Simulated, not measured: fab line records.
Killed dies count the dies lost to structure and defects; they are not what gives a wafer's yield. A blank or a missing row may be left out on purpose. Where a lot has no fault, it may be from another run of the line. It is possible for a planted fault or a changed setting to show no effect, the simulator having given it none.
What tool caused it?    flow sky130    12 lots, 36 wafers sampled, at 1 step of a route of 708

## WHAT THE GAUGES READ, wafer by wafer
SKY_CONTACT_THK_MEAS_01.
lot   measured      on             CONTACT_CVD_00_THK (nm)
L075  day 30 15:56  film metro-03  74.9 77.4 76.2
L077  day 31 07:16  film metro-03  74.3 77.3 77.1
L079  day 32 21:58  film metro-03  74.6 73.9 76.6
L081  day 33 04:29  film metro-01  74.7 74.6 75.2
L082  day 33 10:47  film metro-01  75.0 74.0 75.6
L085  day 34 05:44  film metro-01  74.5 77.4 77.2
L087  day 34 20:18  film metro-02  74.7 73.6 75.8
L089  day 35 06:11  film metro-01  75.7 76.3 76.5
L091  day 35 22:27  film metro-02  73.5 75.1 74.4
L094  day 36 21:53  film metro-03  73.3 75.5 75.8
L095  day 37 17:33  film metro-03  74.9 75.5 75.2
L097  day 37 19:40  film metro-01  75.7 77.5 75.5

## EACH LOT AND THE TOOL THAT RAN IT (in order: tool; ch and the chambers of the sampled wafers; start)
There is no process step in the record ahead of these readings.

## THE ANSWER, worked out from the rows above alone
Rule: what is usual is taken from the lots themselves. The widest of any qualifying gaps counts: lots, ordered by their means at a reading, are off when they make up no more than a third of the lots, leave a main group of 4 or more, and stand apart from it by 3 or more times the standard deviation of that group's means. The tables above print the reading to a certain number of digits; a main group whose means all agree to those digits is not used. Also off: a lot with no number at a reading for which 4 or more lots have one. Any other lot the step has rows for is counted as sound.
Nothing can be told from this: no lot is off at any reading shown.

## WHAT HAD BEEN PUT IN BY THE SIMULATOR
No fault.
